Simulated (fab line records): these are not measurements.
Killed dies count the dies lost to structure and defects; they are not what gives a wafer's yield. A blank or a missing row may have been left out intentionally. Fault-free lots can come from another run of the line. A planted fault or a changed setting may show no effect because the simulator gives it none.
Problem report, 8D (eight disciplines) form, completed by code :: flow sky130 :: the parts of the form that need people (team, actions taken, sign-off) are left out

1. PROBLEM STATEMENT
Mean of killedAtOther at SKY_PAD_OPEN_PROBE_99: 35.0 across 3 wafers in 3 lots; on wafers with no fault it is 0.4 (standard deviation 0.58). Measured from the usual mean, that is +60 standard deviations.
First seen on wafer L881.3, day 50 21:59, on prober-01. The record has a number at this step for 33 wafers belonging to 11 lots. Rule for "out" (also "out of limits"): further than 4 standard deviations from the usual mean. The other wafers with a number count as sound.

2. WHAT IT IS; WHAT IT IS NOT
question: which readings at this step
is: killedAtOther
is not: killed_at_M0_to_M3, killed_at_M4_up, killedAtContacts, killedAtFrontEnd, killedOpen, sort_bin_6_memory

question: which lots
is: L881, L882, L884
is not: L861, L862, L867, L869, L870, L871, L872, L883

question: which wafers of those lots
is: L881.3, L882.5, L884.2
is not: L881.2, L881.4, L882.3, L882.4, L884.3, L884.4

question: read on which tools
is: prober-01, prober-02
is not: -

question: when
is: from day 50 21:59
is not: up to then (22 sound wafers); but 8 sound wafers of L881, L882, L883, L884 came after

3. WHAT RULES OUT EACH SUSPECT
Counting: any tool at a process step up to the reading remains a suspect provided it ran every lot that is out. Sound lots after the first of them don't rule it out here, since some wafers of a struck lot are sound.
- pvdSputter-02 at SKY_CAPM_SPUTTER_02 (material TiN, target thk 200 nm, time 166.7 s): kept. It ran every lot that is out, first L881 (day 43 00:31); its last sound lot up to then is L872 (day 40 18:26).
Left after counting: pvdSputter-02 at SKY_CAPM_SPUTTER_02.

4. THE CAUSE (what the simulator had put in)
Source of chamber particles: pvdSputter-02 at SKY_CAPM_SPUTTER_02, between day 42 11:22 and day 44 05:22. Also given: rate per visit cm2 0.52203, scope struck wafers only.
This tool alone remained once counting was done.

5. SEQUENCE OF EFFECTS, ordered by route
Each row: a reading whose mean over the struck wafers that have a number lies more than 3 standard deviations from the usual. Scope: only readings with a usual standard deviation given in the record; hours: median across lots of the time from each lot's start at the first step in this table that gives one to its start at this step; sigmas: change in usual standard deviations.
hours: 0
step: SKY_PAD_OPEN_PROBE_99
reading: defectLimitedYield
usual: 82.4 %
on struck wafers: 75.4
change: -7.0
sigmas: -3.5

hours: 0
step: SKY_PAD_OPEN_PROBE_99
reading: killedAtOther
usual: 0.4
on struck wafers: 35.0
change: +34.6
sigmas: +60

hours: 0
step: SKY_PAD_OPEN_PROBE_99
reading: killedDies
usual: 87
on struck wafers: 121
change: +34
sigmas: +3.4

hours: 0
step: SKY_PAD_OPEN_PROBE_99
reading: killedOnRim
usual: 16
on struck wafers: 30
change: +14
sigmas: +3.7

hours: 0
step: SKY_PAD_OPEN_PROBE_99
reading: sort_bin_3_pad_short
usual: 0.9 %
on struck wafers: 2.1
change: +1.2
sigmas: +3.3

hours: 0
step: SKY_PAD_OPEN_PROBE_99
reading: sort_bin_5_function
usual: 10.3 %
on struck wafers: 15.5
change: +5.2
sigmas: +3.5

hours: 0
step: SKY_PAD_OPEN_PROBE_99
reading: sortNPass
usual: 406
on struck wafers: 371
change: -35
sigmas: -3.5

hours: 0
step: SKY_PAD_OPEN_PROBE_99
reading: sortYieldPct
usual: 82.5 %
on struck wafers: 75.4
change: -7.1
sigmas: -3.5
Process steps it contains:
- SKY_PAD_OPEN_PROBE_99

6. WHAT WOULD HAVE CAUGHT IT SOONER
First out-of-limits reading in this record: day 50 21:59, which is 203 hours after fault onset at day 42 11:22.
Tool readings at SKY_CAPM_SPUTTER_02 with a usual standard deviation given in the record: none out on any struck wafer, hence no alarm at a limit of 4 standard deviations on them.
Each of the lots that are out, 3 in all, had begun SKY_CAPM_SPUTTER_02 on pvdSputter-02 no later than day 50 21:59. Tool hold at that time: it would have spared none of them.
